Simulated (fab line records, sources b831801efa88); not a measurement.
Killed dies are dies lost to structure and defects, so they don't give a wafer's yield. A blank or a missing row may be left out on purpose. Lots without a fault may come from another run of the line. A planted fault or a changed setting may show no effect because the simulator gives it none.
A struck lot beside a sound one | flow gf180mcu | 15 steps out of a route of 602
Sound: wafers L712.1, L712.2, L712.5. Struck: wafers L719.3, L719.4, L719.6. The cause comes at the end.
At each step with rows: each side's tool, then ch and its chambers, then its first start. Under that, the readings that differ: sound wafers | struck wafers | difference of the means | sigmas: that difference in standard deviations of wafers without a fault.
alike: readings whose means differ by less than 2 such deviations, and words and numbers that are the same on both sides. not compared: withheld readings, readings that some wafer has no value for, bounds like >300 that may hide the same value, and numbers for which the record gives no deviation and whose values overlap.
The two part at a step that has a row with sigmas, a row that says differs or no value, or rows on one side only. Numbers that don't overlap but have no deviation are shown without sigmas and don't part them. A reading that every wafer of one side lacks parts them only if that side has two wafers or more.

first, 1 step without rows for these wafers: GF_SAB_DEVELOP_08 (develop time 60 s).
GF_SAB_CD_MEAS_09: target cd 420 nm.
  sound on cd_sem-01, day 18 00:23; struck on cd_sem-01, day 20 11:49
  alike: cd_nm
GF_SAB_OVL_MEAS_10:
  sound on overlay-01, day 18 00:30; struck on overlay-01, day 20 11:55
  alike: SAB_OVL
GF_SAB_ETCH_11: etches SiO2 in C4F8/O2/Ar, target depth 55 nm, time 8.5 s.
  sound on rie_diel-04 ch 0,1, day 18 00:32; struck on rie_diel-02 ch 0,1, day 20 11:56
  alike: oes_product_au
  not compared: rf_hours_counter_h
then, 1 step without rows for these wafers: GF_SAB_WET_ETCH_12 (etches SiO2 in dHF, target depth 22 nm, time 440 s).
GF_SAB_STRIP_13: strips in O2/N2.
  sound on plasma_asher-04 ch 0,1, day 18 00:41; struck on plasma_asher-01 ch 0,1, day 20 12:07
  reading            | sound       | struck      | difference | sigmas
  heater_power_w (W) | 429 341 417 | 293 339 296 | -86        | -2
  alike: drypump_motor_current_A, oes_product_au, strip_time_to_endpoint_s
  not compared: rf_hours_counter_h
then, 2 steps without rows for these wafers: GF_SALICIDE_CLEAN_00 (cleans in SC1/SC2, time 150 s); GF_SALICIDE_WET_ETCH_01 (etches SiO2 in dHF, target depth 5 nm, time 100 s).
GF_SALICIDE_SPUTTER_02: material Co, target thk 10 nm, time 20 s.
  sound on pvd_sputter-03, day 18 00:53; struck on pvd_sputter-02, day 20 12:17
  alike: cathode_dc_power_W, throttle_valve_pct
GF_SALICIDE_SPUTTER_03: material TiN, target thk 20 nm, time 16.7 s.
  sound on pvd_sputter-03, day 18 00:54; struck on pvd_sputter-02, day 20 12:19
  alike: cathode_dc_power_W, throttle_valve_pct
GF_SALICIDE_RS_MEAS_04: measures by four-point-probe.
  sound on film_metro-03, day 18 00:56; struck on film_metro-02, day 20 12:22
  alike: SALICIDE_TIN_RS
GF_SALICIDE_THK_MEAS_05: measures by xrf.
  sound on film_metro-03, day 18 01:03; struck on film_metro-02, day 20 12:28
  reading               | sound             | struck            | difference | sigmas
  SALICIDE_TIN_THK (nm) | 19.51 19.38 19.73 | 20.46 20.00 20.03 | +0.62      | +3
GF_SALICIDE_RTA_06: time 30 s.
  sound on rtp_anneal-02 ch 0, day 18 01:07; struck on rtp_anneal-02, day 20 12:33
  no value came back on the struck wafers for anneal_temp_c_max, chamber_o2_ppm, lamp_power_pct (%), wafer_temp_C_max; on the sound wafers anneal_temp_c_max reads 532.1 532.9 532.6
then, 1 step without rows for these wafers: GF_SALICIDE_WET_ETCH_07 (etches the open film in SPM, target depth 120 nm).
-- the record jumps here: 13 days lie between the struck wafers' starts before and after (it left off in module SALICIDE and takes up again in module PASSIVATION, whose first step shown is number 602 of the route) --
GF_PASSIVATION_PROBE_99:
  sound on prober-02, day 31 12:22; struck on prober-01, day 33 02:22
  reading                           | sound             | struck            | difference | sigmas
  model.etest.ppoly_sal.line_ohm_um | 28.39 27.64 27.82 | 1284 1236 1234    | +1223      |
  model.etest.npoly_sal.line_ohm_um | 28.07 27.95 28.18 | 1206 1172 1163    | +1152      |
  model.etest.pplus_sal.line_ohm_um | 35.19 34.77 34.78 | 829.8 821.9 841.4 | +796.1     |
  model.etest.ppoly_sal.rs_ohm_sq   | 7.263 7.148 7.307 | 362.6 346.9 343.8 | +343.9     |
  model.etest.npoly_sal.rs_ohm_sq   | 7.251 7.195 7.295 | 341.4 326.8 326.9 | +324.5     |
  model.etest.ppoly_u.end_ohm       | 29.02 31.12 30.28 | 298.5 285.2 285.8 | +259.7     |
  model.etest.nplus_sal.line_ohm_um | 31.98 30.84 31.13 | 268.9 276.7 273.4 | +241.7     |
  model.etest.contact_poly.rc_ohm   | 6.157 6.203 6.286 | 250.9 240.1 239.7 | +237.4     |

WHERE THEY PART
First at GF_SAB_STRIP_13; last, within this record, at GF_SALICIDE_RTA_06.

WHY: what the simulator had put in
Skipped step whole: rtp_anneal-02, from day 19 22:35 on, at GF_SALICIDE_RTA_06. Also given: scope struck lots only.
